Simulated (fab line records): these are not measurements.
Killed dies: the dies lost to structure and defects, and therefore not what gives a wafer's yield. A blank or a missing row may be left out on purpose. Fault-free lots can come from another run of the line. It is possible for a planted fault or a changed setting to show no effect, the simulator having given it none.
Which of the tools did it? -- flow sky130 -- 18 wafers sampled from 6 lots at 1 step of a route of 708

WHAT EACH GAUGE READ, for each wafer
SKY_LI_CONTACT_THK_MEAS_01.
lot,measured,on,LI_CONTACT_HDPCVD_THK (nm)
L828,day 28 10:05,film_metro-04,964 960 976
L830,day 29 07:07,film_metro-03,952 965 979
L832,day 30 11:49,film_metro-02,955 967 953
L839,day 32 14:17,film_metro-02,982 948 963
L845,day 34 02:14,film_metro-03,962 969 979
L847,day 34 13:51,film_metro-03,987 984 966

WHAT TOOL EACH LOT RAN ON (gives the tool, then ch and the chambers of the sampled wafers, and finally the start)
Before these readings, the record contains no process step.

THE ANSWER, worked out from the rows above alone
Rule: the usual values come from the lots themselves. The widest of any qualifying gaps counts: lots, ordered by their means at a reading, are off when they make up no more than a third of the lots, leave a main group of 4 or more, and stand apart from it by 3 or more times the standard deviation of that group's means. A main group whose means are all the same, to the digits that the tables above print for the reading, isn't used. A lot without any number at a reading at which 4 lots or more have one is off too. The other lots that the step has rows for count as sound.
No lot is off at any reading shown: from this, nothing can be told.

WHAT WAS PUT IN BY THE SIMULATOR
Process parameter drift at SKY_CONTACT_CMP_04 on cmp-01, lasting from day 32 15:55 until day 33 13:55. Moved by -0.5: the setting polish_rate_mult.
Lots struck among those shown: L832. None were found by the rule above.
